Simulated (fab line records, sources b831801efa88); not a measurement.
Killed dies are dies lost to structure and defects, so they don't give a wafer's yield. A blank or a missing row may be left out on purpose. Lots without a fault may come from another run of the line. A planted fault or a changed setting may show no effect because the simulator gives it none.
fab line records | flow sky130
record lots=6 wafers=18 last_day=50
route steps=708 shown METAL1@457 VIA1@458
lots that met no fault: from a run of the same line without faults
start_h: hours from the record's first day to the start of the lot's first wafer shown | wait_h: hours since the lot's step before | " the same as in the row above | L1.1+2: a row that stands for several wafers | - no value, or no start given | * or withheld: withheld | < > ~ a bound
route shown NAME@n: a module of which the file shows steps, and the number in the route of the first | usual: mean/standard deviation of fault-free wafers | same: alike in all rows | chamber/n: place in a boat | sites: the reading at each site | _std_site: their standard deviation | _edge_site: outer sites' mean less inner sites' | radius_mm: how far each site lies from the wafer's centre | mask NAME#n: copy n | behind: the tool/chamber that last shaped the wafer | hold: why the lot was held/for how many hours/how that ended | device: the transistor (n, p or np) that didn't switch | end of line: the same wafers' tests at the end of the route | a step without rows: its recipe alone | killed: dies lost to structure and defects at the first sort, not the wafer's yield | map: a wafer's dies, x killed, . not, _ none there
set.NAME: the setting as run; set.NAME@STEP: as run at that earlier step | model.NAME: the simulator's own value behind a step, which no gauge read
lots at some steps of the route; a table a step, a row a wafer
services: from which hour (start_h, from the record's first day; less than 0 if before it) a tool's chamber was out of use, for how many hours, and why
## steps
# step SKY_METAL1_CLEAN_23
# recipe chemistry=O3/DIW dry=n2_spin
# step SKY_VIA1_HDPCVD_00
# recipe material=SiO2 target_thk_nm=1030 sigma_open_frac=0.3 time_s=171.7 temp_c=400 sih4_flow_sccm=60 pressure_mtorr=6
# step SKY_VIA1_THK_MEAS_01
# recipe reads=SiO2_of_VIA1_HDPCVD_00
# usual VIA1_HDPCVD_THK=1025/12
# columns lot.wafer tool chamber start_h wait_h VIA1_HDPCVD_THK[nm]
L920.1 film_metro-02 - 834.78 0.1 1020
L920.3 " - " " 1026
L920.4 " - " " 1023
L927.2 film_metro-04 - 895.59 0.1 1009
L927.4 " - " " 1010
L927.6 " - " " 1021
L928.1 film_metro-02 - 896.74 0.1 1026
L928.5 " - " " 1030
L928.6 " - " " 1017
L931.3 film_metro-04 - 914.11 0.1 1023
L931.5 " - " " 1020
L931.6 " - " " 1032
L932.1 film_metro-01 - 919.22 0.1 1024
L932.2 " - " " 1013
L932.4 " - " " 1014
L933.1 film_metro-02 - 927.82 0.1 1017
L933.3 " - " " 1035
L933.5 " - " " 1022
# step SKY_VIA1_CMP_02
# recipe material=SiO2 down_force_psi=4 platen_rpm=60 pad_velocity_m_s=0.94248
# usual edge_zone_pressure_frac=1.000/0.0051 motor_current_A=12.2/0.79 slurry_filter_dp_kPa=13.50/0.15
# columns lot.wafer tool chamber start_h wait_h edge_zone_pressure_frac motor_current_A slurry_filter_dp_kPa
L920.4 cmp-02 1 834.84 0.0 1.006 12.9 13.44
L920.1 " 3 " " 0.999 12.2 13.43
L920.3 " 0 " " 1.009 12.8 13.50
L927.4 cmp-02 3 895.69 0.1 1.004 12.2 13.30
L927.2 " 1 " " 1.012 12.2 13.71
L927.6 " 2 " " 1.002 11.9 13.36
L928.1 cmp-01 0 896.95 0.2 0.999 12.0 13.46
L928.6 " 1 " " 1.001 12.4 13.60
L928.5 " 2 " " 1.002 10.6 13.32
L931.3 cmp-01 3 914.25 0.1 1.002 11.9 13.38
L931.5 " 1 " " 1.003 13.5 13.55
L931.6 " 2 " " 1.001 11.1 13.64
L932.4 cmp-02 1 919.28 0.0 0.999 12.8 13.60
L932.2 " 2 " " 0.999 11.3 13.52
L932.1 " 3 " " 0.990 12.1 13.38
L933.1 cmp-02 3 927.88 0.1 0.995 12.8 13.34
L933.3 " 0 " " 0.999 13.1 13.17
L933.5 " 3 " " 1.001 12.4 13.78
# step SKY_VIA1_BOW_MEAS_03
# recipe mode=bow
# usual VIA1_BOW=78/6.8
# columns lot.wafer tool chamber start_h wait_h VIA1_BOW[um]
L920.1 film_metro-02 - 835.14 0.1 89
L920.3 " - " " 71
L920.4 " - " " 77
L927.2 film_metro-04 - 895.96 0.1 88
L927.4 " - " " 83
L927.6 " - " " 73
L928.1 film_metro-01 - 897.10 0.1 76
L928.5 " - " " 82
L928.6 " - " " 77
L931.3 film_metro-02 - 914.49 0.2 79
L931.5 " - " " 75
L931.6 " - " " 89
L932.1 film_metro-04 - 919.58 0.1 74
L932.2 " - " " 78
L932.4 " - " " 93
L933.1 film_metro-01 - 928.18 0.2 71
L933.3 " - " " 69
L933.5 " - " " 78
# step SKY_VIA1_DEHYDRATE_04
# recipe temp_c=200 time_s=60
# step SKY_VIA1_HMDS_05
# recipe prime_time_s=60 prime_temp_c=120
# step SKY_VIA1_COAT_06
# recipe resist=BARC temp_c=withheld time_s=withheld spin_rpm=3000 resist_thk_nm=60
# step SKY_VIA1_COAT_07
# recipe resist=KrF-thick spin_rpm=3000 resist_thk_nm=450
# step SKY_VIA1_SOFTBAKE_08
# recipe temp_c=100 time_s=90 resist=KrF-thick
# step SKY_VIA1_EXPOSE_09
# recipe mask_id=VIM na=0.8 source_shape=annular sigma_inner=0.55 sigma_outer=0.85 target_cd_nm=150 dose_mj=38
# step SKY_VIA1_PEB_10
# recipe peb_temp_c=withheld peb_time_s=withheld resist=KrF-thick
# step SKY_VIA1_DEVELOP_11
# recipe develop_time_s=61.76 resist=KrF-thick dev_temp_c=21
# usual chill_plate_temp_C=23.02/0.11 develop_time_s=61.76/0
# columns lot.wafer tool chamber start_h wait_h chill_plate_temp_C develop_time_s model.KrF-thick_of_VIA1_COAT_07.thk_nm
L920.1 litho_track-03 0 860 - 23.11 61.76 433.5
L920.3 " 0 " " 22.89 61.76 434
L920.4 " 0 " " 22.95 61.76 434
L927.2 litho_track-02 - 920 - - - 450.8
L927.4 " - " " - - 450.6
L927.6 " - " " - - 451
L928.1 litho_track-02 - 922 - - - 451.2
L928.5 " - " " - - 450.6
L928.6 " - " " - - 450.6
L931.3 litho_track-02 0 938 - 23.09 61.76 434.1
L931.5 " 0 " " 23.09 61.76 434.6
L931.6 " 0 " " 23.23 61.76 436.2
L932.1 litho_track-03 0 944 - 23.16 61.76 435.6
L932.2 " 0 " " 22.92 61.76 435.4
L932.4 " 0 " " 23.06 61.76 437
L933.1 litho_track-04 0 952 - 22.81 61.76 436
L933.3 " 0 " " 22.90 61.76 436.2
L933.5 " 0 " " 23.14 61.76 437.8
# step SKY_VIA1_CD_MEAS_12
# recipe target_cd_nm=150
# usual cd_nm=150.0/1.6
# columns lot.wafer tool chamber start_h wait_h cd_nm
L920.1 cd_sem-02 - 861.05 - 149.6
L920.3 " - " " 149.7
L920.4 " - " " 151.5
L927.2 cd_sem-01 - 920.54 - -
L927.4 " - " " -
L927.6 " - " " -
L928.1 cd_sem-01 - 922.57 - -
L928.5 " - " " -
L928.6 " - " " -
L931.3 cd_sem-02 - 939.01 - 148.0
L931.5 " - " " 149.1
L931.6 " - " " 147.3
L932.1 cd_sem-01 - 944.60 - 150.4
L932.2 " - " " 150.6
L932.4 " - " " 149.6
L933.1 cd_sem-01 - 952.97 - 150.5
L933.3 " - " " 151.4
L933.5 " - " " 150.4
## services
# columns tool chamber start_h hours kind
cmp-02 - 824.78 1.7 repair
litho_track-02 - 841.84 - consumable_replace:filter
cmp-02 - 845.78 6.2 repair
cmp-02 - 861.20 2.7 pm
cmp-02 - 912.28 4.0 pm
cmp-02 - 916.28 - consumable_replace:conditioner
cmp-02 - 916.28 - consumable_replace:pad
cmp-01 - 945.18 1.9 repair
## key
first_sign step=SKY_VIA1_DEVELOP_11 reading=tool_record direction=missing
effect none on later readings
model_effect step=SKY_VIA1_DEVELOP_11 value=KrF-thick_of_VIA1_COAT_07.thk_nm without=436.7 struck=450.8
met_at SKY_VIA1_DEVELOP_11
struck_wafers L927.2,L927.4,L927.6,L928.1,L928.5,L928.6
later_rows_left_out L927.2,L927.4,L927.6,L928.1,L928.5,L928.6
sort_left_out L927.2,L927.4,L927.6,L928.1,L928.5,L928.6
fault kind=skipped_step_whole tool=litho_track-02 chamber=- onset_h=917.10 steps=SKY_VIA1_DEVELOP_11 scope=struck_lots_only
# sort_left_out: the simulated sort isn't trusted on such a fault, so these wafers' sort isn't shown, and their yield isn't known
# later_rows_left_out: the simulator's readings of these wafers behind a module that went badly wrong aren't trusted and aren't shown, but for the sort
